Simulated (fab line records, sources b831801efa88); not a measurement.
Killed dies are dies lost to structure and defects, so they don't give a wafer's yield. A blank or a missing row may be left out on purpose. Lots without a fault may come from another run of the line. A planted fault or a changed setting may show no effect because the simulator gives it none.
Which tool did it? | flow sky130 | 13 lots, 39 wafers sampled, at 4 steps of a route of 708

WHAT THE GAUGES READ, wafer by wafer
SKY_LOCAL_INTERCONNECT_RS_MEAS_01: measures by four-point-probe.
lot  | measured     | on            | LOCAL_INTERCONNECT_TIN_RS (ohm/sq)
L362 | day 29 10:49 | film_metro-01 | 14.61 14.63 14.58
L364 | day 29 23:52 | film_metro-02 | 14.73 14.74 14.60
L365 | day 30 04:28 | film_metro-01 | 14.64 14.69 14.69
L366 | day 31 12:50 | film_metro-04 | 14.47 14.55 14.66
L367 | day 31 13:12 | film_metro-01 | 14.49 14.36 14.56
L370 | day 31 22:35 | film_metro-02 | 14.60 14.57 14.55
L375 | day 33 20:17 | film_metro-04 | 14.55 14.59 14.72
L377 | day 34 05:52 | film_metro-02 | 14.61 14.63 14.57
L378 | day 34 13:25 | film_metro-04 | 14.60 14.67 14.63
L380 | day 34 20:32 | film_metro-04 | 14.45 14.42 14.56
L381 | day 35 22:28 | film_metro-02 | 14.58 14.59 14.58
L383 | day 36 00:34 | film_metro-01 | 14.26 14.43 14.36
L385 | day 36 13:53 | film_metro-04 | 14.56 14.39 14.61

SKY_METAL1_OVL_MEAS_16.
lot  | measured     | on         | METAL1_OVL (nm)
L362 | day 33 01:43 | overlay-01 | 0 -3 -1
L364 | day 33 14:11 | overlay-01 | -3 -4 -2
L365 | day 33 20:05 | overlay-02 | 0 2 4
L366 | day 35 01:00 | overlay-01 | 6 6 5
L367 | day 35 03:01 | overlay-01 | -4 -5 -6
L370 | day 35 11:00 | overlay-01 | 0 4 3
L375 | day 37 05:53 | overlay-02 | -3 2 4
L377 | day 37 15:38 | overlay-01 | 2 6 -2
L378 | day 37 23:18 | overlay-02 | -2 -1 -2
L380 | day 38 05:15 | overlay-01 | -6 6 2
L381 | day 39 05:34 | overlay-01 | -7 -8 -15
L383 | day 39 09:27 | overlay-01 | -9 -11 -6
L385 | day 39 21:44 | overlay-01 | 3 -3 -2

SKY_VIA1_BOW_MEAS_03.
lot  | measured     | on            | VIA1_BOW (um)
L362 | day 33 02:59 | film_metro-02 | 82 88 80
L364 | day 33 15:31 | film_metro-02 | 87 74 72
L365 | day 33 21:24 | film_metro-01 | 75 81 87
L366 | day 35 02:19 | film_metro-03 | 91 85 76
L367 | day 35 04:20 | film_metro-01 | 74 85 81
L370 | day 35 12:29 | film_metro-01 | 84 77 86
L375 | day 37 07:10 | film_metro-03 | 84 69 77
L377 | day 37 16:55 | film_metro-02 | 84 78 85
L378 | day 38 00:37 | film_metro-02 | 71 73 70
L380 | day 38 06:34 | film_metro-03 | 84 76 86
L381 | day 39 07:12 | film_metro-02 | 92 86 79
L383 | day 39 10:47 | film_metro-01 | 82 72 75
L385 | day 39 23:02 | film_metro-01 | 86 97 88

WHICH TOOL RAN EACH LOT (tool, then ch and the chambers of the sampled wafers, then the start)
lot  | SKY_METAL1_DEVELOP_14
L362 | litho_track-02 ch 0, day 33 01:00
L364 | litho_track-01 ch 0, day 33 13:00
L365 | litho_track-04 ch 0, day 33 19:00
L366 | litho_track-01 ch 0, day 35 00:00
L367 | litho_track-02 ch 0, day 35 02:00
L370 | litho_track-04 ch 0, day 35 10:00
L375 | litho_track-04 ch 0, day 37 05:00
L377 | litho_track-04 ch 0, day 37 15:00
L378 | litho_track-01 ch 0, day 37 23:00
L380 | litho_track-01 ch 0, day 38 05:00
L381 | litho_track-02 ch 0, day 39 05:00
L383 | litho_track-01 ch 0, day 39 09:00
L385 | litho_track-01 ch 0, day 39 21:00
- SKY_METAL1_DEVELOP_14: develop time 60 s.

WHAT THE TOOLS THEMSELVES READ (means of the sampled wafers that have a number; where no wafer has one, the mark that the record gives instead)
SKY_METAL1_DEVELOP_14.
lot  | tool           | developer_temp_C (C)
L362 | litho_track-02 | 20.92
L364 | litho_track-01 | 21.01
L365 | litho_track-04 | 21.08
L366 | litho_track-01 | 20.98
L367 | litho_track-02 | 21.02
L370 | litho_track-04 | 20.99
L375 | litho_track-04 | 20.38
L377 | litho_track-04 | 20.26
L378 | litho_track-01 | 20.99
L380 | litho_track-01 | 21.07
L381 | litho_track-02 | 21.02
L383 | litho_track-01 | 20.81
L385 | litho_track-01 | 21.00

THE ANSWER, worked out from the rows above alone
Rule: what is usual is taken from the lots themselves. Put in order of their means at a reading, lots are off if they are a third of the lots or fewer, leave a main group of 4 or more, and stand apart from it by a gap of 3 or more times the standard deviation of the main group's means; of several such gaps the widest counts. A main group whose means are all the same, to the digits that the tables above print for the reading, isn't used. A lot without any number at a reading at which 4 lots or more have one is off too. The other lots that the step has rows for count as sound. The gauges are gone through in route order, then the tools' own readings, and for those a lot's mean is taken as printed above. The first step at which some lot is off is used, and at that step the reading that is off furthest; a lot without a number counts as furthest.
Off: L375, L377, at SKY_METAL1_DEVELOP_14 (developer_temp_C). The main group: mean 20.99 C, standard deviation 0.07.
A tool fits if, at that step or a process step before it, it ran every lot that is off, and no sound lot after the first of them. One fits: litho_track-04 at SKY_METAL1_DEVELOP_14. Its last sound lot is L370 (day 35 10:00), its first lot that is off L375 (day 37 05:00): a fault that began between those two fits.
The tool's own readings at SKY_METAL1_DEVELOP_14 bear it out: on the lots that are off they differ by more than 5 times the standard deviation of the sound lots' means. developer_temp_C reads 20.32 C there against 20.99 C on the sound lots.

WHAT THE SIMULATOR HAD PUT IN
Process parameter drift: litho_track-04, from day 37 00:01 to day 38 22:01, at SKY_METAL1_DEVELOP_14. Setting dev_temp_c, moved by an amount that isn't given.
Lots struck among those shown: L375, L377. The rule above found the same.
